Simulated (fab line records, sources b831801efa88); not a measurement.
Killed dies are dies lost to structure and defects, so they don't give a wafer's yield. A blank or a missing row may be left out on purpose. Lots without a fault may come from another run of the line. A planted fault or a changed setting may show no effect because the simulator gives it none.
Which tool did it? | flow sky130 | 14 lots, 42 wafers sampled, at 5 steps of a route of 708

WHAT THE GAUGES READ, wafer by wafer
SKY_LOCAL_INTERCONNECT_THK_MEAS_02: measures by xrf.
lot  | measured     | on            | LOCAL_INTERCONNECT_TIN_THK (nm)
L459 | day 29 05:52 | film_metro-03 | 97.9 99.5 99.2
L460 | day 29 15:25 | film_metro-04 | 102.0 100.1 101.4
L461 | day 30 00:00 | film_metro-04 | 98.5 97.0 98.8
L463 | day 30 22:22 | film_metro-03 | 97.9 98.3 100.9
L464 | day 31 03:20 | film_metro-03 | 98.7 98.4 99.1
L465 | day 31 04:53 | film_metro-04 | 100.1 99.5 100.3
L466 | day 31 14:33 | film_metro-04 | 100.4 104.1 99.8
L467 | day 32 00:53 | film_metro-03 | 100.9 100.4 100.6
L468 | day 32 08:19 | film_metro-03 | 101.5 102.0 99.3
L469 | day 32 14:38 | film_metro-04 | 98.8 99.6 98.9
L476 | day 34 23:29 | film_metro-04 | 99.5 99.9 100.4
L477 | day 35 02:44 | film_metro-02 | 98.3 99.2 98.7
L479 | day 35 14:04 | film_metro-02 | 98.7 98.8 100.7
L482 | day 36 19:49 | film_metro-03 | 100.7 98.4 99.1

SKY_CONTACT_RS_MEAS_25: measures by four-point-probe.
lot  | measured     | on            | CONTACT_W_RS (ohm/sq)
L459 | day 31 17:13 | film_metro-01 | 0.335 0.337 0.337
L460 | day 32 01:50 | film_metro-01 | 0.336 0.338 0.339
L461 | day 32 09:43 | film_metro-02 | 0.337 0.334 0.335
L463 | day 33 08:19 | film_metro-02 | 0.339 0.341 0.335
L464 | day 33 11:49 | film_metro-02 | 0.336 0.338 0.342
L465 | day 33 12:32 | film_metro-02 | 0.335 0.334 0.335
L466 | day 33 22:56 | film_metro-02 | 0.332 0.334 0.329
L467 | day 34 09:42 | film_metro-02 | 0.342 0.339 0.341
L468 | day 34 15:26 | film_metro-04 | 0.328 0.336 0.328
L469 | day 34 21:52 | film_metro-02 | 0.340 0.335 0.338
L476 | day 37 06:25 | film_metro-02 | 0.333 0.341 0.338
L477 | day 37 09:11 | film_metro-02 | 0.328 0.336 0.338
L479 | day 37 19:50 | film_metro-02 | 0.334 0.335 0.328
L482 | day 39 01:27 | film_metro-04 | 0.346 0.342 0.339

SKY_METAL1_OVL_MEAS_16.
lot  | measured     | on         | METAL1_OVL (nm)
L459 | day 33 04:32 | overlay-01 | -6 -1 -4
L460 | day 33 05:26 | overlay-01 | 9 8 9
L461 | day 33 12:44 | overlay-01 | 5 5 3
L463 | day 34 11:41 | overlay-01 | 3 5 4
L464 | day 34 15:26 | overlay-01 | 12 9 10
L465 | day 34 16:17 | overlay-02 | 6 7 1
L466 | day 35 01:41 | overlay-02 | 12 9 10
L467 | day 35 13:29 | overlay-01 | 14 6 10
L468 | day 35 18:44 | overlay-02 | 7 9 9
L469 | day 36 01:15 | overlay-02 | 2 9 4
L476 | day 38 09:17 | overlay-01 | 2 5 -2
L477 | day 38 11:38 | overlay-01 | 7 7 6
L479 | day 38 21:23 | overlay-01 | -1 14 14
L482 | day 40 03:14 | overlay-01 | 8 12 9

SKY_VIA1_THK_MEAS_01.
lot  | measured     | on            | VIA1_HDPCVD_THK (nm)
L459 | day 33 05:28 | film_metro-03 | 1023 1051 1029
L460 | day 33 06:23 | film_metro-03 | 1028 1034 1017
L461 | day 33 13:41 | film_metro-03 | 1013 1030 1012
L463 | day 34 12:37 | film_metro-02 | 1026 1029 1021
L464 | day 34 16:22 | film_metro-01 | 1028 1036 1010
L465 | day 34 17:15 | film_metro-02 | 1028 1030 1027
L466 | day 35 02:37 | film_metro-01 | 1052 1046 1034
L467 | day 35 14:31 | film_metro-01 | 1045 1045 1034
L468 | day 35 19:40 | film_metro-03 | 1033 1052 1019
L469 | day 36 02:12 | film_metro-03 | 1035 1036 1062
L476 | day 38 10:13 | film_metro-03 | 1040 1531 1049
L477 | day 38 12:35 | film_metro-02 | 1534 1025 1534
L479 | day 38 22:19 | film_metro-02 | 1033 1025 1021
L482 | day 40 04:09 | film_metro-03 | 1022 1023 1030

WHICH TOOL RAN EACH LOT (tool, then ch and the chambers of the sampled wafers, then the start)
lot  | SKY_VIA1_HDPCVD_00
L459 | hdpcvd-02 ch 0,1, day 33 05:21
L460 | hdpcvd-01 ch 0,1, day 33 06:17
L461 | hdpcvd-01 ch 0,1, day 33 13:35
L463 | hdpcvd-02 ch 0,2, day 34 12:29
L464 | hdpcvd-01 ch 0,1,2, day 34 16:15
L465 | hdpcvd-02 ch 1,2, day 34 17:08
L466 | hdpcvd-02 ch 0,1,2, day 35 02:30
L467 | hdpcvd-01 ch 0,2, day 35 14:23
L468 | hdpcvd-02 ch 0,1,2, day 35 19:32
L469 | hdpcvd-02 ch 0,1,2, day 36 02:07
L476 | hdpcvd-02 ch 0,1, day 38 10:05
L477 | hdpcvd-02 ch 0,2, day 38 12:26
L479 | hdpcvd-01 ch 0,1,2, day 38 22:11
L482 | hdpcvd-01 ch 0,1, day 40 04:02
- SKY_VIA1_HDPCVD_00: deposits SiO2, target thk 1030 nm, time 171.7 s.

WHAT THE TOOLS THEMSELVES READ (means of the sampled wafers that have a number; where no wafer has one, the mark that the record gives instead)
SKY_VIA1_HDPCVD_00.
lot  | tool      | sih4_flow_sccm (sccm) | susceptor_temp_C (C)
L459 | hdpcvd-02 | 59.97                 | 400.25
L460 | hdpcvd-01 | 59.90                 | 400.09
L461 | hdpcvd-01 | 59.93                 | 399.69
L463 | hdpcvd-02 | 59.92                 | 399.89
L464 | hdpcvd-01 | 60.00                 | 400.00
L465 | hdpcvd-02 | 59.97                 | 400.01
L466 | hdpcvd-02 | 60.07                 | 400.05
L467 | hdpcvd-01 | 60.05                 | 399.86
L468 | hdpcvd-02 | 59.89                 | 399.97
L469 | hdpcvd-02 | 59.85                 | 399.97
L476 | hdpcvd-02 | 69.97                 | 400.03
L477 | hdpcvd-02 | 80.02                 | 400.30
L479 | hdpcvd-01 | 59.90                 | 399.95
L482 | hdpcvd-01 | 60.10                 | 399.89

THE ANSWER, worked out from the rows above alone
Rule: what is usual is taken from the lots themselves. Put in order of their means at a reading, lots are off if they are a third of the lots or fewer, leave a main group of 4 or more, and stand apart from it by a gap of 3 or more times the standard deviation of the main group's means; of several such gaps the widest counts. A main group whose means are all the same, to the digits that the tables above print for the reading, isn't used. A lot without any number at a reading at which 4 lots or more have one is off too. The other lots that the step has rows for count as sound. The gauges are gone through in route order, then the tools' own readings, and for those a lot's mean is taken as printed above. The first step at which some lot is off is used, and at that step the reading that is off furthest; a lot without a number counts as furthest.
Off: L476, L477, at SKY_VIA1_THK_MEAS_01 (VIA1_HDPCVD_THK). The main group: mean 1031 nm, standard deviation 8.2.
A tool fits if, at a process step before that reading, it ran every lot that is off, and no sound lot after the first of them. The gauges at SKY_VIA1_THK_MEAS_01 aren't tried: what is off there is off at SKY_VIA1_HDPCVD_00 too, on other tools, and a gauge's error can't cause that. One fits: hdpcvd-02 at SKY_VIA1_HDPCVD_00. Its last sound lot is L469 (day 36 02:07), its first lot that is off L476 (day 38 10:05): a fault that began between those two fits.
The tool's own readings at SKY_VIA1_HDPCVD_00 bear it out: on the lots that are off they differ by more than 5 times the standard deviation of the sound lots' means. sih4_flow_sccm reads 75.00 sccm there against 59.96 sccm on the sound lots.

WHAT THE SIMULATOR HAD PUT IN
Process parameter drift: hdpcvd-02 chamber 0, from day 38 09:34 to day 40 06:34, at SKY_VIA1_HDPCVD_00. Setting sih4_flow_sccm, moved by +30, from 60. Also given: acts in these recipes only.
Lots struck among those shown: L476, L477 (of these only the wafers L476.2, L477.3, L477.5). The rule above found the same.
